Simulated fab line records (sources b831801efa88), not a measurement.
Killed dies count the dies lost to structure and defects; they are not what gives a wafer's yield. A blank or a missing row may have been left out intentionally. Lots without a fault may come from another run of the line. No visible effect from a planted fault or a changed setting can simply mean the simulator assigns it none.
fab line records	flow gf180mcu
record: lots: 24	wafers: 72	last-day: 34
route steps=602 shown M1@330 M3@413 M4@457 MIM@509 M5@535 TOP_METAL@583
lots untouched by any fault: they come from a run of this same line in which no faults occurred
start-h: hours from the record's opening day to when the first of the lot's shown wafers began	wait-h: hours elapsed since this lot's preceding step	" repeats the value in the row above	L1.1+2: a single row standing in for several wafers	- either no value or no given start	* or withheld: withheld	< > ~ a bound
route shown NAME@n: a module of which the file shows steps, and the number in the route of the first	usual: average and standard deviation across the fault-free wafers	same: alike in all rows	chamber/n: place in a boat	sites: per-site readings	_std_site: standard deviation across them	_edge_site: inner sites' mean taken away from outer sites' mean	radius-mm: how far each site lies from the wafer's centre	mask NAME#n: copy n	behind: the tool/chamber that last shaped the wafer	hold: what put the lot on hold/how long, in hours/how the hold closed	device: names the non-switching transistor (n, p or np)	end of line: tests run on the same wafers once the route is complete	step lacking rows: just its recipe	killed: at the first sort, the dies lost to defects and structure; wafer yield is something else	map: a wafer's dies, marking killed ones x, the rest . and places with no die _
set.NAME: the run value of the setting; set.NAME@STEP: its run value at that earlier step	model.NAME: the simulator's own value behind a step, which no gauge read
the route's steps for a sample of lots (tables are steps, rows are wafers)
services: when a tool's chamber went out of use (start-h, in hours from the record's first day, below 0 if earlier), for how many hours, and the reason
== steps ==
step: GF_M1_OVL_MEAS_15
usual: M1_OVL: 1/5.1
lot.wafer	tool	chamber	start-h	wait-h	M1_OVL[nm]
L074.2	overlay-02	-	376.87	0.1	-3
L074.3	"	-	"	"	2
L074.5	"	-	"	"	2
L075.2	overlay-01	-	383.07	0.1	8
L075.4	"	-	"	"	5
L075.6	"	-	"	"	6
L076.1	overlay-02	-	402.50	0.1	-5
L076.3	"	-	"	"	-5
L076.4	"	-	"	"	-4
L077.4	overlay-02	-	406.71	0.1	0
L077.5	"	-	"	"	5
L077.6	"	-	"	"	6
L078.3	overlay-01	-	422.47	0.1	3
L078.4	"	-	"	"	2
L078.6	"	-	"	"	1
L080.3	overlay-01	-	437.66	0.1	0
L080.5	"	-	"	"	0
L080.6	"	-	"	"	2
L079.1	overlay-01	-	438.00	0.1	8
L079.4	"	-	"	"	7
L079.6	"	-	"	"	4
L081.1	overlay-02	-	456.19	0.1	7
L081.3	"	-	"	"	6
L081.5	"	-	"	"	6
L082.3	overlay-02	-	462.68	0.1	-12
L082.4	"	-	"	"	-3
L082.5	"	-	"	"	-7
L083.2	overlay-02	-	485.82	0.1	5
L083.4	"	-	"	"	9
L083.5	"	-	"	"	0
L085.4	overlay-01	-	487.28	0.1	-4
L085.5	"	-	"	"	-12
L085.6	"	-	"	"	-5
L084.2	overlay-02	-	493.30	0.1	-4
L084.5	"	-	"	"	3
L084.6	"	-	"	"	6
L086.1	overlay-02	-	507.76	0.1	7
L086.3	"	-	"	"	3
L086.4	"	-	"	"	0
L087.2	overlay-02	-	508.45	0.1	-2
L087.4	"	-	"	"	-1
L087.6	"	-	"	"	-7
L088.2	overlay-02	-	519.97	0.1	-5
L088.5	"	-	"	"	1
L088.6	"	-	"	"	-1
L089.3	overlay-02	-	525.07	0.1	4
L089.4	"	-	"	"	8
L089.6	"	-	"	"	10
L090.2	overlay-01	-	536.36	0.1	4
L090.3	"	-	"	"	4
L090.5	"	-	"	"	0
L092.1	overlay-02	-	539.91	0.1	-1
L092.2	"	-	"	"	5
L092.6	"	-	"	"	-1
L091.1	overlay-02	-	541.54	0.1	-6
L091.2	"	-	"	"	-3
L091.4	"	-	"	"	0
L093.4	overlay-02	-	552.81	0.1	-5
L093.5	"	-	"	"	-3
L093.6	"	-	"	"	-2
L094.2	overlay-02	-	561.30	0.1	1
L094.3	"	-	"	"	0
L094.4	"	-	"	"	4
L095.2	overlay-01	-	574.55	0.1	3
L095.4	"	-	"	"	4
L095.5	"	-	"	"	4
L096.2	overlay-02	-	576.81	0.1	6
L096.3	"	-	"	"	7
L096.5	"	-	"	"	4
L097.3	overlay-02	-	586.87	0.1	0
L097.4	"	-	"	"	-1
L097.5	"	-	"	"	0
step: GF_M3_SPUTTER_04
recipe: material: TiN	target-thk-nm: 50	power-w: 6750	time-s: 41.7	chamber-pressure-pa: 0.4
usual: throttle-valve-pct: 30.2/1.2
lot.wafer	tool	chamber	start-h	wait-h	throttle-valve-pct
L074.2	pvd-sputter-03	-	454.47	0.0	30.6
L074.3	"	-	"	"	30.4
L074.5	"	-	"	"	30.6
L075.2	pvd-sputter-03	-	460.72	0.0	29.2
L075.4	"	-	"	"	30.9
L075.6	"	-	"	"	29.0
L076.1	pvd-sputter-04	-	481.97	0.0	31.5
L076.3	"	-	"	"	30.2
L076.4	"	-	"	"	29.4
L077.4	pvd-sputter-04	-	484.77	0.0	31.8
L077.5	"	-	"	"	30.2
L077.6	"	-	"	"	29.6
L078.3	pvd-sputter-03	-	499.37	0.0	30.4
L078.4	"	-	"	"	30.6
L078.6	"	-	"	"	29.2
L080.3	pvd-sputter-02	-	515.72	0.0	29.6
L080.5	"	-	"	"	31.7
L080.6	"	-	"	"	31.7
L079.1	pvd-sputter-03	-	516.66	0.0	29.0
L079.4	"	-	"	"	28.9
L079.6	"	-	"	"	30.5
L081.1	pvd-sputter-03	-	533.22	0.0	30.9
L081.3	"	-	"	"	30.7
L081.5	"	-	"	"	30.6
L082.3	pvd-sputter-04	-	539.32	0.0	30.3
L082.4	"	-	"	"	31.2
L082.5	"	-	"	"	31.2
L083.2	pvd-sputter-02	-	560.97	0.0	27.3
L083.4	"	-	"	"	31.6
L083.5	"	-	"	"	29.8
L085.4	pvd-sputter-03	-	562.55	0.0	28.9
L085.5	"	-	"	"	30.5
L085.6	"	-	"	"	30.7
L084.2	pvd-sputter-02	-	569.69	0.0	31.1
L084.5	"	-	"	"	31.7
L084.6	"	-	"	"	27.4
L086.1	pvd-sputter-04	-	582.52	0.0	31.0
L086.3	"	-	"	"	29.6
L086.4	"	-	"	"	30.5
L087.2	pvd-sputter-02	-	583.06	0.0	29.9
L087.4	"	-	"	"	27.4
L087.6	"	-	"	"	27.1
L088.2	pvd-sputter-02	-	592.98	0.0	30.1
L088.5	"	-	"	"	27.5
L088.6	"	-	"	"	29.5
L089.3	pvd-sputter-03	-	596.09	0.0	29.1
L089.4	"	-	"	"	31.0
L089.6	"	-	"	"	30.6
L090.2	pvd-sputter-02	-	607.53	0.0	31.7
L090.3	"	-	"	"	31.6
L090.5	"	-	"	"	27.6
L092.1	pvd-sputter-03	-	611.29	0.0	31.1
L092.2	"	-	"	"	30.7
L092.6	"	-	"	"	30.6
L091.1	pvd-sputter-04	-	613.01	0.0	31.7
L091.2	"	-	"	"	30.4
L091.4	"	-	"	"	29.4
L093.4	pvd-sputter-03	-	622.61	0.0	30.4
L093.5	"	-	"	"	31.1
L093.6	"	-	"	"	29.2
L094.2	pvd-sputter-02	-	630.10	0.0	29.9
L094.3	"	-	"	"	31.5
L094.4	"	-	"	"	27.4
L095.2	pvd-sputter-04	-	642.51	0.0	31.2
L095.4	"	-	"	"	31.8
L095.5	"	-	"	"	31.1
L096.2	pvd-sputter-03	-	645.10	0.0	31.0
L096.3	"	-	"	"	29.4
L096.5	"	-	"	"	30.8
L097.3	pvd-sputter-02	-	654.16	0.0	31.8
L097.4	"	-	"	"	31.1
L097.5	"	-	"	"	29.9
step: GF_M4_SPUTTER_01
recipe: material: TiN	target-thk-nm: 30	power-w: 6500	time-s: 25	chamber-pressure-pa: 0.4
usual: throttle-valve-pct: 30.6/0.79
lot.wafer	tool	chamber	start-h	wait-h	throttle-valve-pct
L074.2	pvd-sputter-04	-	505.11	0.1	31.5
L074.3	"	-	"	"	30.4
L074.5	"	-	"	"	29.7
L075.2	pvd-sputter-03	-	511.46	0.1	29.3
L075.4	"	-	"	"	30.8
L075.6	"	-	"	"	29.3
L076.1	pvd-sputter-03	-	531.45	0.1	29.2
L076.3	"	-	"	"	30.3
L076.4	"	-	"	"	31.2
L077.4	pvd-sputter-04	-	535.25	0.1	31.6
L077.5	"	-	"	"	31.0
L077.6	"	-	"	"	29.3
L078.3	pvd-sputter-01	-	548.40	0.1	31.6
L078.4	"	-	"	"	31.0
L078.6	"	-	"	"	31.7
L080.3	pvd-sputter-01	-	564.05	0.1	31.4
L080.5	"	-	"	"	31.3
L080.6	"	-	"	"	30.8
L079.1	pvd-sputter-04	-	565.22	0.1	31.1
L079.4	"	-	"	"	31.6
L079.6	"	-	"	"	31.2
L081.1	pvd-sputter-01	-	581.48	0.1	31.3
L081.3	"	-	"	"	31.0
L081.5	"	-	"	"	31.1
L082.3	pvd-sputter-04	-	586.76	0.1	30.3
L082.4	"	-	"	"	31.7
L082.5	"	-	"	"	31.4
L083.2	pvd-sputter-03	-	607.00	0.1	29.5
L083.4	"	-	"	"	30.9
L083.5	"	-	"	"	31.2
L085.4	pvd-sputter-01	-	607.76	0.1	31.5
L085.5	"	-	"	"	29.4
L085.6	"	-	"	"	31.5
L084.2	pvd-sputter-03	-	615.84	0.1	30.5
L084.5	"	-	"	"	29.4
L084.6	"	-	"	"	30.3
L086.1	pvd-sputter-03	-	627.25	0.1	30.6
L086.3	"	-	"	"	28.8
L086.4	"	-	"	"	31.1
L087.2	pvd-sputter-04	-	627.72	0.1	30.5
L087.4	"	-	"	"	31.8
L087.6	"	-	"	"	30.8
L088.2	pvd-sputter-04	-	636.43	0.1	29.4
L088.5	"	-	"	"	30.7
L088.6	"	-	"	"	31.5
L089.3	pvd-sputter-03	-	639.71	0.1	29.5
L089.4	"	-	"	"	30.6
L089.6	"	-	"	"	29.0
L090.2	pvd-sputter-01	-	650.15	0.1	31.5
L090.3	"	-	"	"	31.7
L090.5	"	-	"	"	31.0
L092.1	pvd-sputter-04	-	654.94	0.1	30.5
L092.2	"	-	"	"	31.0
L092.6	"	-	"	"	31.3
L091.1	pvd-sputter-04	-	656.08	0.1	30.9
L091.2	"	-	"	"	29.5
L091.4	"	-	"	"	31.9
L093.4	pvd-sputter-01	-	664.71	0.1	31.1
L093.5	"	-	"	"	31.2
L093.6	"	-	"	"	30.9
L094.2	pvd-sputter-01	-	672.75	0.1	29.7
L094.3	"	-	"	"	31.2
L094.4	"	-	"	"	31.6
L095.2	pvd-sputter-03	-	683.41	0.1	30.7
L095.4	"	-	"	"	30.8
L095.5	"	-	"	"	30.3
L096.2	pvd-sputter-03	-	686.83	0.1	30.9
L096.3	"	-	"	"	30.7
L096.5	"	-	"	"	30.6
L097.3	pvd-sputter-01	-	695.44	0.1	31.3
L097.4	"	-	"	"	29.6
L097.5	"	-	"	"	32.0
step: GF_MIM_THK_MEAS_06
recipe: reads: Si3N4_of_MIM_CVD_05
usual: MIM_CVD_05_THK: 42.0/0.57
lot.wafer	tool	chamber	start-h	wait-h	MIM_CVD_05_THK[nm]
L074.2	film-metro-04	-	554.63	0.0	41.0
L074.3	"	-	"	"	41.2
L074.5	"	-	"	"	41.8
L075.2	film-metro-01	-	560.96	0.0	42.1
L075.4	"	-	"	"	42.0
L075.6	"	-	"	"	42.3
L076.1	film-metro-03	-	580.16	0.0	40.7
L076.3	"	-	"	"	41.1
L076.4	"	-	"	"	41.2
L077.4	film-metro-04	-	583.77	0.0	42.3
L077.5	"	-	"	"	42.2
L077.6	"	-	"	"	42.4
L078.3	film-metro-03	-	594.56	0.0	41.0
L078.4	"	-	"	"	42.2
L078.6	"	-	"	"	41.1
L080.3	film-metro-01	-	609.38	0.0	41.3
L080.5	"	-	"	"	41.4
L080.6	"	-	"	"	42.9
L079.1	film-metro-01	-	611.71	0.0	42.5
L079.4	"	-	"	"	43.3
L079.6	"	-	"	"	42.8
L081.1	film-metro-04	-	626.46	0.0	41.4
L081.3	"	-	"	"	41.8
L081.5	"	-	"	"	41.5
L082.3	film-metro-03	-	631.83	0.0	41.1
L082.4	"	-	"	"	41.6
L082.5	"	-	"	"	41.8
L083.2	film-metro-01	-	650.57	0.0	42.1
L083.4	"	-	"	"	42.3
L083.5	"	-	"	"	42.9
L085.4	film-metro-03	-	650.89	0.0	41.8
L085.5	"	-	"	"	41.8
L085.6	"	-	"	"	42.2
L084.2	film-metro-03	-	658.46	0.0	41.5
L084.5	"	-	"	"	42.7
L084.6	"	-	"	"	42.3
L087.2	film-metro-04	-	669.82	0.0	42.7
L087.4	"	-	"	"	43.4
L087.6	"	-	"	"	42.5
L086.1	film-metro-01	-	670.11	0.0	41.5
L086.3	"	-	"	"	41.9
L086.4	"	-	"	"	41.8
L088.2	film-metro-04	-	678.06	0.0	42.4
L088.5	"	-	"	"	43.0
L088.6	"	-	"	"	42.7
L089.3	film-metro-01	-	681.81	0.0	41.9
L089.4	"	-	"	"	42.7
L089.6	"	-	"	"	42.5
L090.2	film-metro-04	-	691.00	0.0	41.3
L090.3	"	-	"	"	42.5
L090.5	"	-	"	"	42.4
L092.1	film-metro-01	-	695.74	0.0	41.3
L092.2	"	-	"	"	42.0
L092.6	"	-	"	"	41.7
L091.1	film-metro-04	-	696.92	0.0	41.2
L091.2	"	-	"	"	42.0
L091.4	"	-	"	"	42.5
L093.4	film-metro-01	-	705.18	0.0	42.2
L093.5	"	-	"	"	42.9
L093.6	"	-	"	"	42.9
L094.2	film-metro-01	-	713.17	0.0	40.9
L094.3	"	-	"	"	41.7
L094.4	"	-	"	"	41.4
L095.2	film-metro-03	-	723.70	0.0	41.9
L095.4	"	-	"	"	42.2
L095.5	"	-	"	"	43.2
L096.2	film-metro-03	-	726.53	0.0	41.1
L096.3	"	-	"	"	42.2
L096.5	"	-	"	"	41.6
L097.3	film-metro-04	-	745.15	1.9	41.8
L097.4	"	-	"	"	42.3
L097.5	"	-	"	"	42.0
step: GF_M5_ETCH_09
recipe: chemistry: CF4/O2	target: Si3N4	target-depth-nm: 52	source-w: 800	bias-w: 150	pressure-mtorr: 150	cf4-flow-sccm: 80	O2_flow_sccm: 10	time-s: 11.6
usual: drypump-motor-current-A: 5.8/0.45	oes-product-au: 1.001/0.013	throttle-valve-pct: 5.970/0.011
lot.wafer	tool	chamber	start-h	wait-h	drypump-motor-current-A	oes-product-au	rf-hours-counter-h	throttle-valve-pct
L074.2	rie-diel-04	1	599.04	0.0	5.5	1.009	1	5.980
L074.3	"	0	"	"	5.4	1.015	11	5.956
L074.5	"	3	"	"	5.0	1.003	-	5.959
L075.2	rie-diel-04	1	604.10	0.0	5.6	0.998	1	5.973
L075.4	"	0	"	"	5.4	1.005	11	5.982
L075.6	"	1	"	"	5.5	0.997	-	5.975
L076.1	rie-diel-01	2	622.74	0.0	6.6	0.987	17	5.958
L076.3	"	0	"	"	6.0	1.014	40	5.974
L076.4	"	1	"	"	5.8	0.980	14	5.956
L077.4	rie-diel-04	2	625.80	0.0	6.1	1.015	16	5.969
L077.5	"	3	"	"	5.0	1.004	-	5.969
L077.6	"	2	"	"	6.1	1.008	-	5.975
L078.3	rie-diel-02	1	635.60	0.0	6.4	0.996	20	5.977
L078.4	"	2	"	"	5.9	0.994	16	5.974
L078.6	"	1	"	"	6.4	1.001	-	5.976
L080.3	rie-diel-01	1	650.84	0.0	5.8	0.976	15	5.967
L080.5	"	0	"	"	6.1	1.011	-	5.969
L080.6	"	1	"	"	5.8	0.977	-	5.971
L079.1	rie-diel-04	3	652.39	0.0	5.0	0.987	57	5.965
L079.4	"	2	"	"	6.1	1.015	17	5.979
L079.6	"	2	"	"	6.1	1.005	-	5.967
L081.1	rie-diel-04	3	665.74	0.0	5.0	1.001	58	5.995
L081.3	"	2	"	"	6.1	1.016	17	5.960
L081.5	"	1	"	"	5.6	1.008	-	5.969
L082.3	rie-diel-02	0	671.44	0.0	6.2	1.025	7	5.974
L082.4	"	3	"	"	5.7	0.978	31	5.957
L082.5	"	3	"	"	5.7	0.977	-	5.953
L083.2	rie-diel-02	1	690.12	0.0	6.4	0.989	22	5.980
L083.4	"	0	"	"	6.1	1.016	7	5.978
L083.5	"	3	"	"	5.7	0.982	-	5.960
L085.4	rie-diel-04	2	690.35	0.0	6.1	1.014	18	5.984
L085.5	"	0	"	"	5.4	1.003	-	5.956
L085.6	"	1	"	"	5.6	1.006	-	5.983
L084.2	rie-diel-02	0	696.80	0.0	6.1	1.013	8	5.980
L084.5	"	1	"	"	6.4	0.993	-	5.970
L084.6	"	2	"	"	5.9	1.008	-	5.959
L087.2	rie-diel-04	1	707.80	0.0	5.6	1.002	5	5.964
L087.4	"	0	"	"	5.4	1.006	-	5.972
L087.6	"	1	"	"	5.6	1.009	-	5.986
L086.1	rie-diel-01	3	708.50	0.0	5.3	0.997	8	5.968
L086.3	"	2	"	"	6.6	0.985	20	5.975
L086.4	"	2	"	"	6.6	0.984	-	5.964
L088.2	rie-diel-01	0	716.24	0.0	6.1	1.003	43	5.967
L088.5	"	2	"	"	6.7	0.972	-	5.951
L088.6	"	1	"	"	5.8	0.974	-	5.958
L089.3	rie-diel-02	2	719.09	0.0	5.9	0.999	19	5.992
L089.4	"	3	"	"	5.7	0.991	-	5.955
L089.6	"	2	"	"	5.9	0.993	-	5.959
L090.2	rie-diel-04	2	738.65	0.0	6.1	1.006	20	5.956
L090.3	"	3	"	"	5.0	1.019	0	5.979
L090.5	"	2	"	"	6.1	1.019	-	5.968
L092.1	rie-diel-04	3	739.33	0.0	5.0	1.015	0	5.980
L092.2	"	1	"	"	5.6	0.995	6	5.968
L092.6	"	1	"	"	5.6	0.986	-	5.971
L091.1	rie-diel-01	0	739.58	0.0	6.0	1.011	44	5.969
L091.2	"	1	"	"	5.8	0.993	18	5.968
L091.4	"	3	"	"	5.4	1.009	9	5.963
L093.4	rie-diel-01	3	740.74	0.0	5.3	1.007	9	5.970
L093.5	"	0	"	"	6.0	1.004	-	5.972
L093.6	"	3	"	"	5.3	1.011	-	5.986
L094.2	rie-diel-04	1	741.10	0.0	5.6	1.002	6	5.966
L094.3	"	0	"	"	5.4	1.000	16	5.956
L094.4	"	3	"	"	5.0	1.012	1	5.970
L095.2	rie-diel-02	3	741.13	0.0	5.7	0.984	34	5.968
L095.4	"	0	"	"	6.1	1.026	10	5.998
L095.5	"	0	"	"	6.1	1.022	-	5.969
L096.2	rie-diel-04	2	741.88	0.0	6.1	1.020	21	5.981
L096.3	"	1	"	"	5.6	0.998	6	5.962
L096.5	"	3	"	"	5.0	1.015	-	5.958
L097.3	rie-diel-02	3	777.48	0.0	5.7	0.987	36	5.950
L097.4	"	1	"	"	6.4	1.004	25	5.965
L097.5	"	3	"	"	5.7	0.988	-	5.956
step: GF_TOP_METAL_METAL_ETCH_16
recipe: chemistry: Cl2/BCl3	mask-material: NOVOLAK	target-depth-nm: 1077.5	stop-on: SiO2	pressure-mtorr: 8	icp-w: 800	bias-w: 140	Cl2_flow_sccm: 80	bcl3-flow-sccm: 40	time-s: 179.6
usual: drypump-motor-current-A: 5.8/0.34	oes-product-au: 0.962/0.0068	throttle-valve-pct: 28.261/0.011
lot.wafer	tool	chamber	start-h	wait-h	drypump-motor-current-A	oes-product-au	rf-hours-counter-h	throttle-valve-pct
L074.2	rie-metal-01	1	642.48	0.0	5.5	0.964	1	28.267
L074.3	"	0	"	"	6.1	0.970	-	28.250
L074.5	"	1	"	"	5.5	0.959	-	28.257
L075.2	rie-metal-01	1	646.70	0.0	5.5	0.939	1	28.290
L075.4	"	0	"	"	6.2	0.947	-	28.261
L075.6	"	0	"	"	6.1	0.960	-	28.271
L076.1	rie-metal-02	0	665.45	0.0	6.1	0.965	8	28.257
L076.3	"	0	"	"	6.1	0.954	-	28.264
L076.4	"	1	"	"	5.6	0.961	-	28.263
L077.4	rie-metal-01	1	668.54	0.1	5.5	0.961	-	28.254
L077.5	"	1	"	"	5.5	0.952	-	28.247
L077.6	"	0	"	"	6.1	0.962	-	28.256
L078.3	rie-metal-02	1	677.66	0.1	5.6	0.956	-	28.257
L078.4	"	0	"	"	6.1	0.972	-	28.250
L078.6	"	0	"	"	6.0	0.977	-	28.247
L080.3	rie-metal-04	0	692.29	0.1	5.4	0.961	-	28.240
L080.5	"	1	"	"	6.4	0.972	-	28.248
L080.6	"	0	"	"	5.4	0.963	-	28.262
L079.1	rie-metal-01	1	693.35	0.0	5.5	0.964	3	28.266
L079.4	"	1	"	"	5.5	0.960	-	28.269
L079.6	"	1	"	"	5.5	0.962	-	28.259
L081.1	rie-metal-01	1	707.45	0.0	5.5	0.965	4	28.256
L081.3	"	1	"	"	5.5	0.978	-	28.263
L081.5	"	1	"	"	5.5	0.969	-	28.261
L082.3	rie-metal-02	1	711.31	0.1	5.6	0.962	-	28.257
L082.4	"	0	"	"	6.1	0.954	-	28.252
L082.5	"	1	"	"	5.6	0.955	-	28.243
L083.2	rie-metal-01	1	738.94	0.0	5.5	0.963	5	28.250
L083.4	"	0	"	"	6.1	0.965	-	28.263
L083.5	"	0	"	"	6.1	0.958	-	28.251
L085.4	rie-metal-04	1	739.03	0.1	6.4	0.960	-	28.263
L085.5	"	0	"	"	5.5	0.955	-	28.251
L085.6	"	1	"	"	6.3	0.959	-	28.261
L084.2	rie-metal-04	1	739.91	0.0	6.4	0.950	3	28.264
L084.5	"	0	"	"	5.4	0.967	-	28.271
L084.6	"	1	"	"	6.4	0.965	-	28.259
L087.2	rie-metal-04	0	747.62	0.0	5.5	0.960	7	28.241
L087.4	"	0	"	"	5.5	0.949	-	28.274
L087.6	"	0	"	"	5.5	0.946	-	28.269
L086.1	rie-metal-01	1	748.87	0.0	5.5	0.958	6	28.270
L086.3	"	0	"	"	6.1	0.961	-	28.267
L086.4	"	1	"	"	5.5	0.962	-	28.278
L089.3	rie-metal-02	1	758.19	0.1	5.6	0.957	-	28.272
L089.4	"	0	"	"	6.1	0.959	-	28.269
L089.6	"	1	"	"	5.6	0.961	-	28.263
L088.2	rie-metal-01	0	759.19	0.0	6.2	0.967	2	28.260
L088.5	"	1	"	"	5.5	0.961	-	28.257
L088.6	"	0	"	"	6.2	0.974	-	28.258
L090.2	rie-metal-01	0	768.43	0.0	6.1	0.963	3	28.252
L090.3	"	1	"	"	5.5	0.962	-	28.256
L090.5	"	0	"	"	6.1	0.968	-	28.267
L092.1	rie-metal-02	0	771.83	0.0	6.0	0.967	11	28.254
L092.2	"	1	"	"	5.6	0.958	12	28.244
L092.6	"	1	"	"	5.6	0.966	-	28.262
L091.1	rie-metal-01	1	772.88	0.0	5.5	0.957	7	28.280
L091.2	"	0	"	"	6.1	0.952	3	28.283
L091.4	"	0	"	"	6.1	0.971	-	28.274
L094.2	rie-metal-02	1	782.47	0.0	5.6	0.969	12	28.265
L094.3	"	1	"	"	5.6	0.970	-	28.266
L094.4	"	0	"	"	6.0	0.964	-	28.247
L095.2	rie-metal-04	1	783.07	0.0	6.4	0.963	5	28.246
L095.4	"	0	"	"	5.4	0.960	-	28.258
L095.5	"	0	"	"	5.4	0.969	-	28.258
L093.4	rie-metal-02	1	783.20	0.1	5.6	0.957	-	28.273
L093.5	"	0	"	"	6.1	0.960	-	28.254
L093.6	"	1	"	"	5.6	0.966	-	28.252
L096.2	rie-metal-01	0	784.02	0.0	6.1	0.958	3	28.263
L096.3	"	1	"	"	5.5	0.953	-	28.268
L096.5	"	0	"	"	6.1	0.960	-	28.261
L097.3	rie-metal-04	0	811.28	0.1	5.5	0.966	-	28.245
L097.4	"	1	"	"	6.4	0.971	-	28.245
L097.5	"	1	"	"	6.4	0.971	-	28.263
== services ==
tool	chamber	start-h	hours	kind
rie-metal-01	0	431.20	26.5	repair
pvd-sputter-03	-	442.39	1.3	repair
rie-diel-04	1	454.39	15.5	repair
pvd-sputter-03	-	462.42	2.6	repair
rie-diel-04	1	488.06	6.9	repair
pvd-sputter-04	-	515.84	4.2	repair
pvd-sputter-02	-	517.58	5.1	repair
rie-diel-04	-	549.99	15.6	pm
pvd-sputter-03	-	562.72	4.9	repair
pvd-sputter-04	-	574.91	3.3	repair
pvd-sputter-01	-	584.11	3.1	repair
pvd-sputter-04	-	598.76	6.2	repair
pvd-sputter-02	-	600.47	3.8	repair
pvd-sputter-01	-	635.58	1.7	repair
rie-diel-04	1	637.46	6.6	repair
rie-metal-01	-	662.89	0.5	repair
rie-metal-01	0	685.36	3.5	repair
rie-diel-04	-	692.68	0.8	repair
pvd-sputter-03	-	694.33	2.5	repair
rie-diel-04	1	715.98	9.2	repair
pvd-sputter-03	-	762.52	0.7	repair
pvd-sputter-04	-	766.40	8.5	repair
pvd-sputter-03	-	767.23	5.6	repair
pvd-sputter-03	-	769.62	5.9	repair
== key ==
fault none
